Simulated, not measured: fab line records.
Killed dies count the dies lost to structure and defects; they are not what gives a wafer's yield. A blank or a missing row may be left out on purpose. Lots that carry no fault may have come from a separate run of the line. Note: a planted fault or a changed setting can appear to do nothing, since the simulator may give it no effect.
Problem report in the 8D (eight disciplines) form, filled by code	flow gf180mcu	the parts of the form that need people (team, actions taken, sign-off) are left out

1. PROBLEM STATEMENT
At GF_VT_IMPLANT_STRIP_20, strip-time-to-endpoint-s averages 13.56 s over 6 wafers from 2 lots, while fault-free wafers read 12.63 s, standard deviation 0.039. That puts it +24 standard deviations away from the usual mean.
The step: strips in O2/N2.
Earliest sighting: wafer L902.4 on plasma-asher-04 at day 11 11:20. Wafers with a number at this step in the record: 39, from 13 lots. Rule for "out" (also "out of limits"): further than 4 standard deviations from the usual mean. The other wafers with a number count as sound.

2. WHAT IT IS, AND WHAT IT ISN'T
question	is	is not
which readings at this step	strip-time-to-endpoint-s, oes-product-au	drypump-motor-current-A, heater-power-w, n2-flow-sccm
which lots	L902, L903	L882, L883, L886, L887, L889, L890, L891, L892, L893, L894, L895
which wafers of those lots	all that have a number	-
read on which tools	plasma-asher-04	plasma-asher-02, plasma-asher-03
when	from day 11 11:20	up to then (33 sound wafers)

3. SUSPECTS, AND WHAT RULES EACH OUT
Counting: any tool at a process step up to the reading is kept as a suspect provided that every lot that is out went through it and no sound lot did after the first of them.
- plasma-asher-04 at GF_VT_IMPLANT_STRIP_20 (strips in O2/N2): kept. It processed each lot that is out, first L902 at day 11 11:20, and no sound lot thereafter; up to then, the last sound lot it processed was L891 at day 8 21:03. Out on those wafers are its own readings of oes-product-au, strip-time-to-endpoint-s.
The count leaves plasma-asher-04 at GF_VT_IMPLANT_STRIP_20.

4. THE CAUSE (what the simulator had put in)
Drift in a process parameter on plasma-asher-04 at GF_VT_IMPLANT_STRIP_20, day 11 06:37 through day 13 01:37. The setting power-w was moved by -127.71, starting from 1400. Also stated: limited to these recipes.
The count eliminated every tool but this one.

5. SEQUENCE OF EFFECTS, ordered by route
One row per reading whose mean, taken over the struck wafers that have a number, lies over 3 standard deviations from the usual. Only readings whose record carries a usual standard deviation are examined. hours: median over the lots of the time between each lot's start at the first step of this table that gives one and its start at this step. sigmas: the change, counted in usual standard deviations.
hours	step	reading	usual	on struck wafers	change	sigmas
0	GF_VT_IMPLANT_STRIP_20	oes-product-au	0.716 a.u.	0.678	-0.038	-8.9
0	GF_VT_IMPLANT_STRIP_20	strip-time-to-endpoint-s	12.63 s	13.56	+0.93	+24
Here are the process steps it includes:
- GF_VT_IMPLANT_STRIP_20: strips in O2/N2.
Later steps that measure or inspect, where all struck wafers having a row at the step show a number for every such reading and not one has moved that far: GF_HV_LDD_THK_MEAS_55.

6. HOW IT WOULD HAVE BEEN CAUGHT EARLIER
In this record no reading fell out of limits until day 11 11:20, 5 hours after the fault had begun at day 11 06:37.
